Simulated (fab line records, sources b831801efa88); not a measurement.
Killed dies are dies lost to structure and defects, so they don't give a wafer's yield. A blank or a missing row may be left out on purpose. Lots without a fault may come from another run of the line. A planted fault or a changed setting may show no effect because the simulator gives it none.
Which tool did it? | flow sky130 | 12 lots, 36 wafers sampled, at 5 steps of a route of 708

WHAT THE GAUGES READ, wafer by wafer
SKY_METAL4_OVL_MEAS_14. Usual: METAL4_OVL 4 nm, standard deviation 6.3.
lot  | measured     | on         | METAL4_OVL (nm) | flag
L984 | day 41 21:34 | overlay-02 | 10 10 16        |
L987 | day 43 09:34 | overlay-01 | 4 2 9           |
L985 | day 43 10:31 | overlay-01 | -4 8 12         |
L988 | day 43 20:11 | overlay-01 | 1 -9 1          |
L991 | day 44 01:31 | overlay-01 | 2 4 0           |
L992 | day 44 13:46 | overlay-02 | -2 2 1          |
L998 | day 45 16:28 | overlay-02 | 10 10 6         |
L999 | day 46 00:46 | overlay-01 | 6 5 4           |
L101 | day 46 14:13 | overlay-02 | 14 16 9         |
L102 | day 46 21:13 | overlay-02 | -1 -7 -8        |
L104 | day 47 01:07 | overlay-01 | 15 12 11        |
L105 | day 47 13:59 | overlay-02 | 1 8 13          |

SKY_VIA4_THK_MEAS_20: measures by xrf. Usual: VIA4_W_THK 503 nm, standard deviation 7.7.
lot  | measured     | on            | VIA4_W_THK (nm) | flag
L984 | day 42 23:21 | film_metro-03 | 526 513 521     |
L987 | day 44 10:49 | film_metro-01 | 499 507 503     |
L985 | day 44 12:23 | film_metro-01 | 500 497 508     |
L988 | day 44 22:17 | film_metro-01 | 498 501 505     |
L991 | day 45 01:58 | film_metro-01 | 500 507 499     |
L992 | day 45 12:58 | film_metro-01 | 494 494 491     |
L998 | day 46 15:59 | film_metro-03 | 515 510 512     |
L999 | day 47 00:07 | film_metro-04 | 509 504 490     |
L101 | day 47 13:38 | film_metro-01 | 499 509 496     |
L102 | day 47 20:52 | film_metro-04 | 498 495 506     |
L104 | day 48 00:01 | film_metro-03 | 506 521 518     |
L105 | day 48 12:04 | film_metro-04 | 500 491 494     |

SKY_METAL5_RS_MEAS_05: measures by four-point-probe. Usual: METAL5_ALCU_RS 0.02702 ohm/sq, standard deviation 0.00027.
lot  | measured     | on            | METAL5_ALCU_RS (ohm/sq) | flag
L984 | day 42 23:52 | film_metro-01 | 0.027 0.02698 0.02728   |
L987 | day 44 11:20 | film_metro-02 | 0.02694 0.02684 0.02701 |
L985 | day 44 12:55 | film_metro-04 | 0.02679 0.02686 0.02696 |
L988 | day 44 23:31 | film_metro-01 | 0.02701 0.02717 0.02713 |
L991 | day 45 03:05 | film_metro-04 | 0.02677 0.027 0.02687   |
L992 | day 45 13:29 | film_metro-01 | 0.02723 0.02675 0.02657 |
L998 | day 46 16:48 | film_metro-04 | 0.02668 0.0268 0.02654  |
L999 | day 47 00:40 | film_metro-01 | 0.02693 0.02681 0.02679 |
L101 | day 47 14:10 | film_metro-01 | 0.02737 0.0272 0.02725  |
L102 | day 47 21:35 | film_metro-04 | 0.02702 0.0273 0.02703  |
L104 | day 48 00:33 | film_metro-02 | 0.02718 0.02708 0.02703 |
L105 | day 48 12:37 | film_metro-04 | 0.02701 0.02656 0.02689 |

SKY_PASSIVATION_THK_MEAS_01. Usual: PASSIVATION_CVD_00_THK 90.1 nm, standard deviation 1.2.
lot  | measured     | on            | PASSIVATION_CVD_00_THK (nm)       | flag
L984 | day 43 23:17 | film_metro-03 | 88.6 89.8 89.0                    |
L987 | day 45 10:00 | film_metro-04 | 88.9 90.6 89.7                    |
L985 | day 45 11:46 | film_metro-03 | 90.2 89.6 89.9                    |
L988 | day 45 21:04 | film_metro-03 | 116.3 91.5 91.5 116.3 91.4 91.4   | OFF
L991 | day 46 01:16 | film_metro-04 | 116.4 89.9 90.3 116.4 89.8 90.3   | OFF
L992 | day 46 10:46 | film_metro-04 | 116.0 115.1 90.1 116.0 115.3 90.1 | OFF
L998 | day 47 14:24 | film_metro-03 | 89.8 89.6 89.3                    |
L999 | day 47 22:34 | film_metro-02 | 88.9 90.6 89.2                    |
L101 | day 48 09:37 | film_metro-02 | 90.3 91.2 94.1                    |
L102 | day 48 17:06 | film_metro-04 | 89.7 88.7 89.9                    |
L104 | day 48 20:29 | film_metro-02 | 89.0 90.6 91.0                    |
L105 | day 49 06:25 | film_metro-02 | 90.4 90.6 91.2                    |

WHICH TOOL RAN EACH LOT (tool, then ch and the chambers of the sampled wafers, then the start)
lot  | SKY_PASSIVATION_CVD_00
L984 | pecvd-04 ch 0,2, day 43 23:16
L987 | pecvd-01 ch 0,1,2, day 45 09:59
L985 | pecvd-01 ch 0,1,2, day 45 11:44
L988 | pecvd-01 ch 0,1,2, day 45 20:56
L991 | pecvd-01 ch 1,2, day 46 01:14
L992 | pecvd-01 ch 0,1,2, day 46 10:45
L998 | pecvd-04 ch 0,2, day 47 14:22
L999 | pecvd-04 ch 0,2, day 47 22:31
L101 | pecvd-02 ch 0,1,2, day 48 09:35
L102 | pecvd-01 ch 1,2, day 48 17:04
L104 | pecvd-01 ch 1,2, day 48 20:27
L105 | pecvd-02 ch 0,1, day 49 06:23
- SKY_PASSIVATION_CVD_00: deposits SiO2, target thk 90 nm.

WHAT THE TOOLS THEMSELVES READ (means of the sampled wafers that have a number; where no wafer has one, the mark that the record gives instead)
SKY_PASSIVATION_CVD_00. Usual: heater_power_outer_w 392 W, standard deviation 47; heater_power_w 683 W, standard deviation 77; susceptor_temp_C 400.02 C, standard deviation 0.19.
lot  | tool     | heater_power_outer_w (W) | heater_power_w (W) | susceptor_temp_C (C) | flag
L984 | pecvd-04 | 374                      | 661                | 399.95               |
L987 | pecvd-01 | 360                      | 676                | 400.08               |
L985 | pecvd-01 | 411                      | 727                | 399.82               |
L988 | pecvd-01 | 376                      | 678                | 400.13               |
L991 | pecvd-01 | 407                      | 736                | 400.00               |
L992 | pecvd-01 | 372                      | 682                | 400.01               |
L998 | pecvd-04 | 387                      | 691                | 399.88               |
L999 | pecvd-04 | 411                      | 716                | 400.23               |
L101 | pecvd-02 | 420                      | 706                | 400.02               |
L102 | pecvd-01 | 414                      | 759                | 400.22               |
L104 | pecvd-01 | 432                      | 786                | 400.19               |
L105 | pecvd-02 | 424                      | 692                | 400.05               |

THE ANSWER, worked out from the rows above alone
Rule: a lot is off if the mean of its wafers that have a number lies more than 3 standard deviations from the usual mean. A lot without any number at a reading at which 4 lots or more have one is off too. The other lots that the step has rows for count as sound. The gauges are gone through in route order, then the tools' own readings, and for those a lot's mean is taken as printed above. The first step at which some lot is off is used, and at that step the reading that is off furthest; a lot without a number counts as furthest.
Off: L988, L991, L992, at SKY_PASSIVATION_THK_MEAS_01 (PASSIVATION_CVD_00_THK).
A tool fits if, at a process step before that reading, it ran every lot that is off, and no sound lot after the first of them. The gauges at SKY_PASSIVATION_THK_MEAS_01 are tried like those tools. None of those tried fits.

WHAT THE SIMULATOR HAD PUT IN
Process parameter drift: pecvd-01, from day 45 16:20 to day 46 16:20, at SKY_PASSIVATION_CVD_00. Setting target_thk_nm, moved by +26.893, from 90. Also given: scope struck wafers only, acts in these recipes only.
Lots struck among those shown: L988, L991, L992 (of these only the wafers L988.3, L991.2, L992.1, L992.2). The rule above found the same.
